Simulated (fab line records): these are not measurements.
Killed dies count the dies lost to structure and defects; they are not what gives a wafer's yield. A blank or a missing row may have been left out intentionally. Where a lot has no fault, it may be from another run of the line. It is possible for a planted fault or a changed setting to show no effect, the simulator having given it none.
Which tool was responsible? / flow gf180mcu / 42 wafers from 14 lots sampled at 4 of the route's 602 steps

## WHAT EACH GAUGE READ, for each wafer
GF_V2_THK_MEAS_01. Usual: for V2_CVD_00_THK the level is 599 nm and the standard deviation is 5.2.
lot=L343; measured=day 19 04:08; on=film_metro-02; V2_CVD_00_THK (nm)=604 602 598; flag=
lot=L344; measured=day 19 22:21; on=film_metro-02; V2_CVD_00_THK (nm)=595 596 595; flag=
lot=L346; measured=day 20 14:08; on=film_metro-04; V2_CVD_00_THK (nm)=599 593 608; flag=
lot=L347; measured=day 20 19:41; on=film_metro-01; V2_CVD_00_THK (nm)=586 598 591; flag=
lot=L348; measured=day 21 01:28; on=film_metro-01; V2_CVD_00_THK (nm)=605 592 602; flag=
lot=L350; measured=day 22 05:59; on=film_metro-02; V2_CVD_00_THK (nm)=601 604 595; flag=
lot=L351; measured=day 22 07:35; on=film_metro-02; V2_CVD_00_THK (nm)=593 597 594; flag=
lot=L353; measured=day 23 08:20; on=film_metro-01; V2_CVD_00_THK (nm)=601 601 598; flag=
lot=L357; measured=day 24 11:35; on=film_metro-04; V2_CVD_00_THK (nm)=597 598 595; flag=
lot=L358; measured=day 24 20:25; on=film_metro-02; V2_CVD_00_THK (nm)=597 600 594; flag=
lot=L359; measured=day 25 04:47; on=film_metro-01; V2_CVD_00_THK (nm)=594 593 599; flag=
lot=L361; measured=day 25 21:42; on=film_metro-02; V2_CVD_00_THK (nm)=591 596 609; flag=
lot=L365; measured=day 26 22:49; on=film_metro-02; V2_CVD_00_THK (nm)=600 595 590; flag=
lot=L366; measured=day 26 23:44; on=film_metro-02; V2_CVD_00_THK (nm)=603 602 608; flag=

GF_M3_OVL_MEAS_15. Usual: for M3_OVL the level is 0 nm and the standard deviation is 6.1.
lot=L343; measured=day 21 06:41; on=overlay-02; M3_OVL (nm)=-4 -8 -13; flag=
lot=L344; measured=day 22 01:05; on=overlay-01; M3_OVL (nm)=-5 -2 -6; flag=
lot=L346; measured=day 22 16:45; on=overlay-02; M3_OVL (nm)=8 0 2; flag=
lot=L347; measured=day 22 21:05; on=overlay-02; M3_OVL (nm)=-2 0 -6; flag=
lot=L348; measured=day 23 03:34; on=overlay-01; M3_OVL (nm)=0 2 -14; flag=
lot=L350; measured=day 24 05:55; on=overlay-02; M3_OVL (nm)=0 -3 0; flag=
lot=L351; measured=day 24 07:17; on=overlay-01; M3_OVL (nm)=2 1 5; flag=
lot=L353; measured=day 25 06:56; on=overlay-02; M3_OVL (nm)=12 12 8; flag=
lot=L357; measured=day 26 08:59; on=overlay-01; M3_OVL (nm)=-3 -5 -4; flag=
lot=L358; measured=day 26 17:25; on=overlay-02; M3_OVL (nm)=-5 -6 -7; flag=
lot=L359; measured=day 27 01:02; on=overlay-02; M3_OVL (nm)=4 1 2; flag=
lot=L361; measured=day 27 16:44; on=overlay-02; M3_OVL (nm)=-9 -12 -4; flag=
lot=L365; measured=day 28 16:50; on=overlay-02; M3_OVL (nm)=-8 -7 -5; flag=
lot=L366; measured=day 28 18:01; on=overlay-02; M3_OVL (nm)=8 -3 4; flag=

GF_V3_THK_MEAS_01. Usual: for V3_CVD_00_THK the level is 600 nm and the standard deviation is 5.1.
lot=L343; measured=day 21 07:28; on=film_metro-01; V3_CVD_00_THK (nm)=595 599 596; flag=
lot=L344; measured=day 22 02:01; on=film_metro-02; V3_CVD_00_THK (nm)=599 599 594; flag=
lot=L346; measured=day 22 17:32; on=film_metro-03; V3_CVD_00_THK (nm)=600 596 600; flag=
lot=L347; measured=day 22 21:52; on=film_metro-01; V3_CVD_00_THK (nm)=597 601 595; flag=
lot=L348; measured=day 23 04:20; on=film_metro-03; V3_CVD_00_THK (nm)=599 606 603; flag=
lot=L350; measured=day 24 06:43; on=film_metro-03; V3_CVD_00_THK (nm)=594 596 599; flag=
lot=L351; measured=day 24 08:13; on=film_metro-01; V3_CVD_00_THK (nm)=601 609 595; flag=
lot=L353; measured=day 25 07:46; on=film_metro-02; V3_CVD_00_THK (nm)=610 609 601; flag=
lot=L357; measured=day 26 09:46; on=film_metro-03; V3_CVD_00_THK (nm)=599 596 603; flag=
lot=L358; measured=day 26 18:14; on=film_metro-01; V3_CVD_00_THK (nm)=597 600 599; flag=
lot=L359; measured=day 27 01:57; on=film_metro-01; V3_CVD_00_THK (nm)=597 593 604; flag=
lot=L361; measured=day 27 17:31; on=film_metro-02; V3_CVD_00_THK (nm)=601 609 599; flag=
lot=L365; measured=day 28 17:37; on=film_metro-02; V3_CVD_00_THK (nm)=602 592 595; flag=
lot=L366; measured=day 28 18:47; on=film_metro-01; V3_CVD_00_THK (nm)=605 606 601; flag=

## WHICH TOOL RAN EACH LOT (tool, then ch and the chambers of the sampled wafers, then the start)
lot=L343; GF_M3_SPUTTER_04=pvd_sputter-04, day 20 06:49
lot=L344; GF_M3_SPUTTER_04=pvd_sputter-04, day 21 00:19
lot=L346; GF_M3_SPUTTER_04=pvd_sputter-03, day 21 16:47
lot=L347; GF_M3_SPUTTER_04=pvd_sputter-04, day 21 21:52
lot=L348; GF_M3_SPUTTER_04=pvd_sputter-03, day 22 03:50
lot=L350; GF_M3_SPUTTER_04=pvd_sputter-01, day 23 07:19
lot=L351; GF_M3_SPUTTER_04=pvd_sputter-01, day 23 08:41
lot=L353; GF_M3_SPUTTER_04=pvd_sputter-04, day 24 09:13
lot=L357; GF_M3_SPUTTER_04=pvd_sputter-04, day 25 11:41
lot=L358; GF_M3_SPUTTER_04=pvd_sputter-04, day 25 20:02
lot=L359; GF_M3_SPUTTER_04=pvd_sputter-04, day 26 04:20
lot=L361; GF_M3_SPUTTER_04=pvd_sputter-04, day 26 20:17
lot=L365; GF_M3_SPUTTER_04=pvd_sputter-03, day 27 21:35
lot=L366; GF_M3_SPUTTER_04=pvd_sputter-01, day 27 22:32
- GF_M3_SPUTTER_04: material TiN, target thk 50 nm, time 41.7 s.

## AS READ BY THE TOOLS THEMSELVES (means over the sampled wafers that have a number; for cases with no such wafer, the mark the record gives instead)
GF_M3_SPUTTER_04. Usual: cathode_dc_power_W 6500.1 W, standard deviation 1.2; chamber_pressure_pa 0.4000 Pa, standard deviation 0.0008; throttle_valve_pct 30.1 %, standard deviation 1.
lot=L343; tool=pvd_sputter-04; cathode_dc_power_W (W)=6500.8; chamber_pressure_pa (Pa)=0.3997; throttle_valve_pct (%)=30.1; flag=
lot=L344; tool=pvd_sputter-04; cathode_dc_power_W (W)=6499.3; chamber_pressure_pa (Pa)=0.3997; throttle_valve_pct (%)=30.8; flag=
lot=L346; tool=pvd_sputter-03; cathode_dc_power_W (W)=6498.9; chamber_pressure_pa (Pa)=0.3999; throttle_valve_pct (%)=29.4; flag=
lot=L347; tool=pvd_sputter-04; cathode_dc_power_W (W)=6499.6; chamber_pressure_pa (Pa)=0.3998; throttle_valve_pct (%)=30.4; flag=
lot=L348; tool=pvd_sputter-03; cathode_dc_power_W (W)=6499.0; chamber_pressure_pa (Pa)=0.4001; throttle_valve_pct (%)=29.8; flag=
lot=L350; tool=pvd_sputter-01; cathode_dc_power_W (W)=6500.9; chamber_pressure_pa (Pa)=0.4004; throttle_valve_pct (%)=30.5; flag=
lot=L351; tool=pvd_sputter-01; cathode_dc_power_W (W)=6500.3; chamber_pressure_pa (Pa)=0.4000; throttle_valve_pct (%)=30.3; flag=
lot=L353; tool=pvd_sputter-04; cathode_dc_power_W (W)=6500.1; chamber_pressure_pa (Pa)=0.3993; throttle_valve_pct (%)=30.9; flag=
lot=L357; tool=pvd_sputter-04; cathode_dc_power_W (W)=6500.6; chamber_pressure_pa (Pa)=0.3996; throttle_valve_pct (%)=30.4; flag=
lot=L358; tool=pvd_sputter-04; cathode_dc_power_W (W)=6179.9; chamber_pressure_pa (Pa)=0.4003; throttle_valve_pct (%)=30.0; flag=OFF
lot=L359; tool=pvd_sputter-04; cathode_dc_power_W (W)=6339.9; chamber_pressure_pa (Pa)=0.4005; throttle_valve_pct (%)=30.4; flag=OFF
lot=L361; tool=pvd_sputter-04; cathode_dc_power_W (W)=6340.7; chamber_pressure_pa (Pa)=0.4005; throttle_valve_pct (%)=30.4; flag=OFF
lot=L365; tool=pvd_sputter-03; cathode_dc_power_W (W)=6500.2; chamber_pressure_pa (Pa)=0.4000; throttle_valve_pct (%)=30.4; flag=
lot=L366; tool=pvd_sputter-01; cathode_dc_power_W (W)=6501.3; chamber_pressure_pa (Pa)=0.3997; throttle_valve_pct (%)=30.4; flag=

## THE ANSWER, worked out from the rows above alone
Rule: a lot is off if the mean of its wafers that have a number lies more than 3 standard deviations from the usual mean. Also off: a lot with no number at a reading for which 4 or more lots have one. Where the step has rows for the other lots, those lots are counted as sound. The gauges are gone through in route order, then the tools' own readings, and for those a lot's mean is taken as printed above. At the first step where some lot is off, the reading lying furthest off is the one used; lots without a number count as furthest.
Off: L358, L359, L361, at GF_M3_SPUTTER_04 (cathode_dc_power_W).
If a tool, at that step or one of the process steps before it, ran each lot that is off and ran no sound lot following the first of them, it fits. One fits: GF_M3_SPUTTER_04 on pvd_sputter-04. A fault onset in the window from L357 (day 25 11:41, its last sound lot) to L358 (day 25 20:02, its first lot off) fits.
On the lots that are off, the tool's own readings at GF_M3_SPUTTER_04 differ by more than 5 times the standard deviation of the sound lots' means, which bears it out; cathode_dc_power_W reads 6286.8 W there versus 6500.1 W on the sound lots.

## WHAT THE SIMULATOR HAD INSERTED
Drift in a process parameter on pvd_sputter-04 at GF_M3_SPUTTER_04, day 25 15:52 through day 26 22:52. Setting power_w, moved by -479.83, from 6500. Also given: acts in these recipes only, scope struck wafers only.
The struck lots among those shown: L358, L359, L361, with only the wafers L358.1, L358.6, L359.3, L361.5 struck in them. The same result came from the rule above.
